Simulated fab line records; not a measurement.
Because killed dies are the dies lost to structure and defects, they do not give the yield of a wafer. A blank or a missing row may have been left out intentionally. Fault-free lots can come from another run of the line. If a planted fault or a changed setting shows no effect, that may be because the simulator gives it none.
Which tool did it? | flow gf180mcu | Sampling: 24 lots, 72 wafers, 6 of 602 route steps

== WHAT THE GAUGES SHOWED, per wafer ==
GF_PASSIVATION_THK_MEAS_03.
lot  | measured     | on            | PASSIVATION_CVD_02_THK (nm)
L074 | day 28 11:02 | film_metro-01 | 694 704 703
L076 | day 28 16:34 | film_metro-01 | 687 703 693
L075 | day 28 16:49 | film_metro-01 | 703 710 723
L077 | day 29 11:17 | film_metro-02 | 692 708 713
L078 | day 29 18:24 | film_metro-02 | 698 714 712
L079 | day 30 01:14 | film_metro-02 | 694 710 700
L081 | day 30 08:38 | film_metro-02 | 701 698 713
L080 | day 30 13:25 | film_metro-01 | 694 706 700
L082 | day 30 20:41 | film_metro-01 | 694 701 709
L083 | day 31 03:11 | film_metro-04 | 691 690 708
L084 | day 31 06:59 | film_metro-01 | 699 690 704
L085 | day 31 16:56 | film_metro-04 | 694 707 710
L086 | day 31 19:18 | film_metro-04 | 704 721 713
L087 | day 32 02:41 | film_metro-01 | 683 692 683
L088 | day 32 05:20 | film_metro-01 | 684 701 703
L089 | day 32 12:52 | film_metro-04 | 710 687 714
L090 | day 32 18:36 | film_metro-01 | 698 697 712
L091 | day 33 03:41 | film_metro-02 | 705 714 711
L092 | day 33 07:05 | film_metro-01 | 696 696 700
L093 | day 33 07:46 | film_metro-02 | 699 711 707
L094 | day 33 17:43 | film_metro-04 | 681 681 704
L095 | day 33 18:05 | film_metro-04 | 708 700 711
L096 | day 34 03:11 | film_metro-02 | 693 703 703
L097 | day 34 07:16 | film_metro-04 | 687 699 707

== TOOL THAT RAN EACH LOT (tool first, then ch and the chambers of the sampled wafers, then the start) ==
lot  | GF_M2_METAL_ETCH_16               | GF_MIM_SPUTTER_09            | GF_M5_STRIP_11                       | GF_V5_ETCH_17                                 | GF_V5_STRIP_18
L074 | rie_metal-03 ch 0,1, day 19 13:15 | pvd_sputter-02, day 24 20:49 | plasma_asher-01 ch 0,1, day 26 15:11 | rie_diel-02 ch 1,3, day 27 12:35 or earlier   | plasma_asher-01 ch 0,1, day 27 12:35
L076 | rie_metal-01 ch 0,1, day 19 19:58 | pvd_sputter-04, day 25 01:41 | plasma_asher-04 ch 0,1, day 26 20:49 | rie_diel-02 ch 0,2,3, day 27 18:19 or earlier | plasma_asher-04 ch 0,1, day 27 18:19
L075 | rie_metal-01 ch 0,1, day 19 21:39 | pvd_sputter-01, day 25 02:41 | plasma_asher-01 ch 0,1, day 26 21:08 | rie_diel-01 ch 0,3, day 27 18:44 or earlier   | plasma_asher-04 ch 0,1, day 27 18:44
L077 | rie_metal-04 ch 0,1, day 20 17:51 | pvd_sputter-02, day 25 21:49 | plasma_asher-01 ch 0,1, day 27 15:38 | rie_diel-03 ch 0,1, day 28 13:08 or earlier   | plasma_asher-01 ch 0,1, day 28 13:08
L078 | rie_metal-03 ch 0,1, day 21 05:53 | pvd_sputter-04, day 26 06:59 | plasma_asher-01 ch 0, day 28 00:18   | rie_diel-02 ch 1,2,3, day 28 20:36 or earlier | plasma_asher-03 ch 0,1, day 28 20:36
L079 | rie_metal-01 ch 0,1, day 21 14:02 | pvd_sputter-04, day 26 14:03 | plasma_asher-01 ch 0,1, day 28 06:47 | rie_diel-02 ch 0,1, day 29 03:57 or earlier   | plasma_asher-04 ch 0,1, day 29 03:57
L081 | rie_metal-03 ch 0,1, day 21 21:23 | pvd_sputter-01, day 26 21:44 | plasma_asher-01 ch 0,1, day 28 14:11 | rie_diel-03 ch 0,3, day 29 11:14 or earlier   | plasma_asher-04 ch 0,1, day 29 11:14
L080 | rie_metal-01 ch 0,1, day 22 03:16 | pvd_sputter-01, day 27 02:11 | plasma_asher-04 ch 0,1, day 28 18:44 | rie_diel-02 ch 0,1,3, day 29 15:28 or earlier | plasma_asher-01 ch 0,1, day 29 15:28
L082 | rie_metal-04 ch 1, day 22 13:41   | pvd_sputter-04, day 27 11:17 | plasma_asher-04 ch 1, day 29 03:14   | rie_diel-02 ch 1,3, day 29 23:36 or earlier   | plasma_asher-01 ch 0,1, day 29 23:36
L083 | rie_metal-03 ch 0,1, day 22 21:39 | pvd_sputter-01, day 27 18:13 | plasma_asher-02 ch 0,1, day 29 09:38 | rie_diel-03 ch 1,2,3, day 30 06:05 or earlier | plasma_asher-04 ch 0,1, day 30 06:05
L084 | rie_metal-03 ch 0,1, day 23 06:53 | pvd_sputter-04, day 28 01:05 | plasma_asher-01 ch 1, day 29 14:20   | rie_diel-03 ch 1,2, day 30 10:24 or earlier   | plasma_asher-03 ch 0,1, day 30 10:24
L085 | rie_metal-01 ch 0,1, day 23 14:48 | pvd_sputter-04, day 28 10:41 | plasma_asher-01 ch 0,1, day 30 00:42 | rie_diel-03 ch 0,3, day 30 20:26 or earlier   | plasma_asher-01 ch 0,1, day 30 20:26
L086 | rie_metal-03 ch 0,1, day 23 18:22 | pvd_sputter-04, day 28 12:53 | plasma_asher-01 ch 0,1, day 30 03:12 | rie_diel-01 ch 0,2,3, day 30 22:58 or earlier | plasma_asher-03 ch 0,1, day 30 22:58
L087 | rie_metal-01 ch 0,1, day 24 02:53 | pvd_sputter-01, day 28 20:12 | plasma_asher-04 ch 0,1, day 30 10:38 | rie_diel-02 ch 0,1,2, day 31 06:23 or earlier | plasma_asher-04 ch 0,1, day 31 06:23
L088 | rie_metal-04 ch 0,1, day 24 05:23 | pvd_sputter-02, day 28 22:50 | plasma_asher-02 ch 0,1, day 30 14:07 | rie_diel-01 ch 0,2,3, day 31 09:23 or earlier | plasma_asher-03 ch 0,1, day 31 09:23
L089 | rie_metal-03 ch 0,1, day 24 18:14 | pvd_sputter-04, day 29 08:12 | plasma_asher-01 ch 0,1, day 30 22:34 | rie_diel-02 ch 0,2,3, day 31 17:38 or earlier | plasma_asher-04 ch 0,1, day 31 17:38
L090 | rie_metal-04 ch 1, day 25 00:41   | pvd_sputter-02, day 29 14:57 | plasma_asher-01 ch 0,1, day 31 03:56 | rie_diel-01 ch 0,3, day 31 23:17 or earlier   | plasma_asher-01 ch 1, day 31 23:17
L091 | rie_metal-03 ch 0,1, day 25 11:43 | pvd_sputter-04, day 30 01:46 | plasma_asher-02 ch 0,1, day 31 14:09 | rie_diel-01 ch 0,1,3, day 32 08:29 or earlier | plasma_asher-01 ch 0,1, day 32 08:29
L092 | rie_metal-03 ch 0,1, day 25 15:31 | pvd_sputter-01, day 30 05:01 | plasma_asher-02 ch 0,1, day 31 17:54 | rie_diel-01 ch 0,1,3, day 32 12:16 or earlier | plasma_asher-01 ch 0,1, day 32 12:16
L093 | rie_metal-03 ch 0,1, day 25 18:35 | pvd_sputter-02, day 30 06:56 | plasma_asher-04 ch 0,1, day 31 19:07 | rie_diel-03 ch 1,2,3, day 32 13:36 or earlier | plasma_asher-01 ch 1, day 32 13:36
L094 | rie_metal-03 ch 0, day 26 07:14   | pvd_sputter-02, day 30 16:45 | plasma_asher-04 ch 0,1, day 32 05:01 | rie_diel-02 ch 2,3, day 32 22:59 or earlier   | plasma_asher-03 ch 0,1, day 32 22:59
L095 | rie_metal-01 ch 0,1, day 26 07:21 | pvd_sputter-04, day 30 18:53 | plasma_asher-04 ch 0, day 32 06:14   | rie_diel-01 ch 0,1,2, day 32 23:45 or earlier | plasma_asher-04 ch 1, day 32 23:45
L096 | rie_metal-04 ch 0,1, day 26 17:26 | pvd_sputter-01, day 31 04:52 | plasma_asher-01 ch 0,1, day 32 15:37 | rie_diel-01 ch 0,1,3, day 33 09:28 or earlier | plasma_asher-04 ch 0,1, day 33 09:28
L097 | rie_metal-04 ch 0,1, day 27 01:23 | pvd_sputter-04, day 31 10:01 | plasma_asher-01 ch 0,1, day 32 19:32 | rie_diel-02 ch 0,1,3, day 33 12:50 or earlier | plasma_asher-04 ch 0,1, day 33 12:50
- GF_M2_METAL_ETCH_16: etches the open film in Cl2/BCl3, stops on SiO2, target depth 627.5 nm, time 104.6 s.
- GF_MIM_SPUTTER_09: material TiN, target thk 35 nm, time 29.2 s.
- GF_M5_STRIP_11: strips in O2/N2.
- GF_V5_ETCH_17: etches SiO2 in C4F8/O2/Ar, stops on TiN, target depth 855 nm.
- GF_V5_STRIP_18: strips in O2/N2.

== AS READ BY THE TOOLS THEMSELVES (means over the sampled wafers that have a number; for cases with no such wafer, the mark the record gives instead) ==
GF_M2_METAL_ETCH_16.
lot  | tool         | drypump_motor_current_A (A) | oes_product_au (a.u.) | throttle_valve_pct (%)
L074 | rie_metal-03 | 5.9                         | 0.978                 | 28.235
L076 | rie_metal-01 | 6.3                         | 0.974                 | 28.249
L075 | rie_metal-01 | 6.4                         | 0.982                 | 28.246
L077 | rie_metal-04 | 5.4                         | 0.978                 | 28.251
L078 | rie_metal-03 | 5.9                         | 0.979                 | 28.247
L079 | rie_metal-01 | 6.3                         | 0.975                 | 28.240
L081 | rie_metal-03 | 5.9                         | 0.972                 | 28.256
L080 | rie_metal-01 | 6.3                         | 0.978                 | 28.240
L082 | rie_metal-04 | 5.4                         | 0.973                 | 28.252
L083 | rie_metal-03 | 5.9                         | 0.974                 | 28.243
L084 | rie_metal-03 | 5.9                         | 0.980                 | 28.250
L085 | rie_metal-01 | 6.4                         | 0.966                 | 28.239
L086 | rie_metal-03 | 5.9                         | 0.971                 | 28.250
L087 | rie_metal-01 | 6.3                         | 0.976                 | 28.247
L088 | rie_metal-04 | 5.5                         | 0.973                 | 28.257
L089 | rie_metal-03 | 5.9                         | 0.969                 | 28.244
L090 | rie_metal-04 | 5.4                         | 0.971                 | 28.247
L091 | rie_metal-03 | 5.9                         | 0.968                 | 28.246
L092 | rie_metal-03 | 5.9                         | 0.970                 | 28.249
L093 | rie_metal-03 | 5.8                         | 0.968                 | 28.255
L094 | rie_metal-03 | 5.8                         | 0.964                 | 28.251
L095 | rie_metal-01 | 6.4                         | 0.972                 | 28.250
L096 | rie_metal-04 | 5.5                         | 0.972                 | 28.252
L097 | rie_metal-04 | 5.4                         | 0.972                 | 28.246

GF_MIM_SPUTTER_09.
lot  | tool           | throttle_valve_pct (%)
L074 | pvd_sputter-02 | 29.4
L076 | pvd_sputter-04 | 30.6
L075 | pvd_sputter-01 | 30.5
L077 | pvd_sputter-02 | 29.3
L078 | pvd_sputter-04 | 29.8
L079 | pvd_sputter-04 | 29.5
L081 | pvd_sputter-01 | 30.6
L080 | pvd_sputter-01 | 29.3
L082 | pvd_sputter-04 | 30.6
L083 | pvd_sputter-01 | 29.9
L084 | pvd_sputter-04 | 29.4
L085 | pvd_sputter-04 | 29.5
L086 | pvd_sputter-04 | 31.1
L087 | pvd_sputter-01 | 29.2
L088 | pvd_sputter-02 | 29.1
L089 | pvd_sputter-04 | 29.7
L090 | pvd_sputter-02 | 29.3
L091 | pvd_sputter-04 | 29.6
L092 | pvd_sputter-01 | 29.4
L093 | pvd_sputter-02 | 29.6
L094 | pvd_sputter-02 | 29.1
L095 | pvd_sputter-04 | 30.0
L096 | pvd_sputter-01 | 30.0
L097 | pvd_sputter-04 | 29.9

GF_M5_STRIP_11.
lot  | tool            | drypump_motor_current_A (A) | heater_power_w (W) | oes_product_au (a.u.) | platen_temp_c (C) | strip_time_to_endpoint_s (s)
L074 | plasma_asher-01 | 6.4                         | 376                | 0.542                 | 250.04            | 7.49
L076 | plasma_asher-04 | 5.7                         | 321                | 0.544                 | 249.99            | 7.60
L075 | plasma_asher-01 | 6.1                         | 387                | 0.548                 | 250.01            | 7.55
L077 | plasma_asher-01 | 6.1                         | 389                | 0.545                 | 249.94            | 7.58
L078 | plasma_asher-01 | 5.8                         | 406                | 0.543                 | 249.95            | 7.57
L079 | plasma_asher-01 | 6.1                         | 393                | 0.543                 | 249.99            | 7.50
L081 | plasma_asher-01 | 6.1                         | 391                | 0.540                 | 250.08            | 7.51
L080 | plasma_asher-04 | 5.2                         | 315                | 0.548                 | 249.80            | 7.59
L082 | plasma_asher-04 | 4.8                         | 320                | 0.545                 | 249.85            | 7.54
L083 | plasma_asher-02 | 5.4                         | 317                | 0.544                 | 250.29            | 7.52
L084 | plasma_asher-01 | 6.6                         | 362                | 0.540                 | 249.97            | 7.50
L085 | plasma_asher-01 | 6.4                         | 376                | 0.540                 | 250.10            | 7.53
L086 | plasma_asher-01 | 6.1                         | 387                | 0.542                 | 250.18            | 7.54
L087 | plasma_asher-04 | 5.7                         | 325                | 0.545                 | 250.03            | 7.60
L088 | plasma_asher-02 | 5.7                         | 309                | 0.545                 | 249.97            | 7.55
L089 | plasma_asher-01 | 6.3                         | 376                | 0.541                 | 250.10            | 7.55
L090 | plasma_asher-01 | 6.1                         | 386                | 0.544                 | 249.97            | 7.53
L091 | plasma_asher-02 | 5.7                         | 311                | 0.548                 | 250.11            | 7.56
L092 | plasma_asher-02 | 5.4                         | 317                | 0.543                 | 250.11            | 7.54
L093 | plasma_asher-04 | 5.7                         | 327                | 0.542                 | 249.84            | 7.51
L094 | plasma_asher-04 | 5.2                         | 322                | 0.543                 | 250.17            | 7.53
L095 | plasma_asher-04 | 6.1                         | 332                | 0.545                 | 249.93            | 7.57
L096 | plasma_asher-01 | 6.1                         | 392                | 0.541                 | 249.94            | 7.56
L097 | plasma_asher-01 | 6.4                         | 375                | 0.538                 | 249.81            | 7.51

GF_V5_ETCH_17.
lot  | tool        | oes_product_au (a.u.)
L074 | rie_diel-02 | 0.856
L076 | rie_diel-02 | 0.860
L075 | rie_diel-01 | 0.858
L077 | rie_diel-03 | 0.860
L078 | rie_diel-02 | 0.859
L079 | rie_diel-02 | 0.858
L081 | rie_diel-03 | 0.862
L080 | rie_diel-02 | 0.859
L082 | rie_diel-02 | 0.863
L083 | rie_diel-03 | 0.857
L084 | rie_diel-03 | 0.860
L085 | rie_diel-03 | 0.861
L086 | rie_diel-01 | 0.860
L087 | rie_diel-02 | 0.860
L088 | rie_diel-01 | 0.865
L089 | rie_diel-02 | 0.861
L090 | rie_diel-01 | 0.860
L091 | rie_diel-01 | 0.861
L092 | rie_diel-01 | 0.861
L093 | rie_diel-03 | 0.861
L094 | rie_diel-02 | 0.862
L095 | rie_diel-01 | 0.857
L096 | rie_diel-01 | 0.858
L097 | rie_diel-02 | 0.855

GF_V5_STRIP_18.
lot  | tool            | drypump_motor_current_A (A) | heater_power_w (W) | oes_product_au (a.u.) | platen_temp_c (C)
L074 | plasma_asher-01 | 6.1                         | 386                | 0.564                 | 249.65
L076 | plasma_asher-04 | 5.7                         | 323                | 0.563                 | 249.97
L075 | plasma_asher-04 | 5.7                         | 325                | 0.563                 | 250.07
L077 | plasma_asher-01 | 6.3                         | 378                | 0.564                 | 249.94
L078 | plasma_asher-03 | 5.8                         | 337                | 0.563                 | 250.07
L079 | plasma_asher-04 | 5.2                         | 323                | 0.569                 | 249.90
L081 | plasma_asher-04 | 5.7                         | 330                | 0.566                 | 250.07
L080 | plasma_asher-01 | 6.1                         | 395                | 0.566                 | 250.06
L082 | plasma_asher-01 | 6.1                         | 393                | 0.572                 | 250.06
L083 | plasma_asher-04 | 5.3                         | 319                | 0.567                 | 250.03
L084 | plasma_asher-03 | 5.7                         | 327                | 0.568                 | 250.10
L085 | plasma_asher-01 | 6.1                         | 391                | 0.565                 | 250.18
L086 | plasma_asher-03 | 5.7                         | 329                | 0.571                 | 250.09
L087 | plasma_asher-04 | 5.2                         | 318                | 0.569                 | 250.15
L088 | plasma_asher-03 | 5.7                         | 325                | 0.572                 | 249.88
L089 | plasma_asher-04 | 5.2                         | 323                | 0.570                 | 249.92
L090 | plasma_asher-01 | 6.6                         | 364                | 0.565                 | 249.92
L091 | plasma_asher-01 | 6.1                         | 392                | 0.563                 | 250.07
L092 | plasma_asher-01 | 6.1                         | 392                | 0.569                 | 250.13
L093 | plasma_asher-01 | 6.7                         | 358                | 0.566                 | 249.82
L094 | plasma_asher-03 | 5.8                         | 332                | 0.568                 | 250.02
L095 | plasma_asher-04 | 4.8                         | 317                | 0.571                 | 250.13
L096 | plasma_asher-04 | 5.7                         | 326                | 0.565                 | 250.06
L097 | plasma_asher-04 | 5.2                         | 323                | 0.566                 | 250.02

== THE ANSWER, worked out from the rows above alone ==
Rule: the lots themselves supply what counts as usual. Put in order of their means at a reading, lots are off if they are a third of the lots or fewer, leave a main group of 4 or more, and stand apart from it by a gap of 3 or more times the standard deviation of the main group's means; of several such gaps the widest counts. If all means in a main group match to the digits the tables above print for the reading, that group is not used. Also off: a lot with no number at a reading for which 4 or more lots have one. All remaining lots with rows at the step are treated as sound. First the gauges in route order, then the tools' own readings, where a lot's mean is used as printed above. The first step at which some lot is off is used, and at that step the reading that is off furthest; a lot without a number counts as furthest.
No lot is off on any of the readings shown, so nothing can be concluded from this.

== WHAT THE SIMULATOR PUT IN ==
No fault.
